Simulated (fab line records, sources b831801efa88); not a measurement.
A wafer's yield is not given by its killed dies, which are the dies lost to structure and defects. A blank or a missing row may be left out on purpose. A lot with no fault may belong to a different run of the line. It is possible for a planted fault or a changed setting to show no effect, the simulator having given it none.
2 desks looking at one fault || flow sky130 || what lay behind the numbers comes last; until then each desk has only its own

== FOR THE TOOL OWNER'S DESK: pvd-sputter-03 ==
The tool's own readings at SKY_METAL5_SPUTTER_02 (material AlCu, target thk 1150 nm, time 61.2 s): means of the sampled wafers that have a number, for each lot that ran on this tool. Any lot whose mean is over 4 standard deviations away from the usual mean is out of limits and marked OUT; that distance is given in the brackets.
Columns: A = throttle-valve-pct at SKY_METAL5_SPUTTER_02, usual 30.4 %
{"lot": "L894", "first seen here": "day 43 15:46", "A": 29.9}
{"lot": "L903", "first seen here": "day 46 03:28", "A": 31.5}
{"lot": "L905", "first seen here": "day 47 02:16", "A": 31.5}
{"lot": "L907", "first seen here": "day 47 08:28", "A": 30.7}
{"lot": "L911", "first seen here": "day 48 07:22", "A": 29.9}
{"lot": "L912", "first seen here": "day 48 10:20", "A": 30.1}
Finding of this desk: none of the 6 lots has anything out of limits.

== FROM THE METROLOGY DESK ==
What the gauges read, lot by lot, whatever tool the lot ran on: means of the sampled wafers that have a number. Any lot whose mean is over 4 standard deviations away from the usual mean is out of limits and marked OUT; that distance is given in the brackets.
Columns: A = cd-nm at SKY_SD_P_CD_MEAS_07, usual 379.6 nm; B = RES_XHIGH_RS at SKY_SD_N_RS_MEAS_18, usual 333.1 ohm/sq; C = cd-nm at SKY_LI_CONTACT_CD_MEAS_12, usual 169.7 nm; D = METAL5_ALCU_RS at SKY_METAL5_RS_MEAS_05, usual 0.02713 ohm/sq; E = METAL5_ALCU_THK at SKY_METAL5_THK_MEAS_06, usual 1144 nm
{"lot": "L893", "first seen here": "day 26 04:26", "A": 385.6, "B": 334.0, "C": 172.7, "D": 0.02702, "E": 1140}
{"lot": "L894", "first seen here": "day 26 09:52", "A": 379.4, "B": 334.5, "C": 170.4, "D": 0.02707, "E": 1146}
{"lot": "L903", "first seen here": "day 29 19:20", "A": 382.9, "B": 333.7, "C": 167.0, "D": 0.02749, "E": 1134}
{"lot": "L905", "first seen here": "day 31 01:14", "A": 379.6, "B": 334.0, "C": 169.2, "D": 0.02749, "E": 1140}
{"lot": "L907", "first seen here": "day 31 05:30", "A": 381.2, "B": 333.0, "C": 171.6, "D": "0.02930 (+8.4) OUT", "E": "1090 (-4.5) OUT"}
{"lot": "L906", "first seen here": "day 31 07:06", "A": 381.9, "B": 331.9, "C": 168.1, "D": 0.02688, "E": 1143}
{"lot": "L909", "first seen here": "day 31 21:57", "A": 383.9, "B": 335.0, "C": 169.9, "D": 0.02715, "E": 1139}
{"lot": "L911", "first seen here": "day 32 12:20", "A": 379.4, "B": 333.7, "C": 170.2, "D": "0.03057 (+13) OUT", "E": "1045 (-8.2) OUT"}
{"lot": "L912", "first seen here": "day 32 18:24", "A": 376.9, "B": 335.3, "C": 169.8, "D": "0.02938 (+8.6) OUT", "E": "1077 (-5.6) OUT"}
{"lot": "L913", "first seen here": "day 33 00:47", "A": 382.3, "B": 333.7, "C": 170.9, "D": 0.02710, "E": 1143}
This desk finds L907, L911, L912 out of limits, with the earliest case on L907 at day 47 08:35 (METAL5_ALCU_RS at SKY_METAL5_RS_MEAS_05). L893, L894, L903, L905, L906, L909, L913: within limits.

== BROUGHT TOGETHER ==
An alarm was possible from the metrology desk at day 47 08:35, on L907, L911, L912.
The desk of the tool owner found nothing out of limits.
The tool owner's desk has L907, L911, L912 on record, within its limits.
On pvd-sputter-03, each named lot ran SKY_METAL5_SPUTTER_02.

== WHAT THE SIMULATOR PUT IN ==
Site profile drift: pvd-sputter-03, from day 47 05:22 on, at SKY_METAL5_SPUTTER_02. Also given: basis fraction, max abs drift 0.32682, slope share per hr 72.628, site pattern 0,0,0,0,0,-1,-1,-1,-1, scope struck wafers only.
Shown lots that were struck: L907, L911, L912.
Hours from the fault's start to each desk's first reading out of limits: the metrology desk, 3.
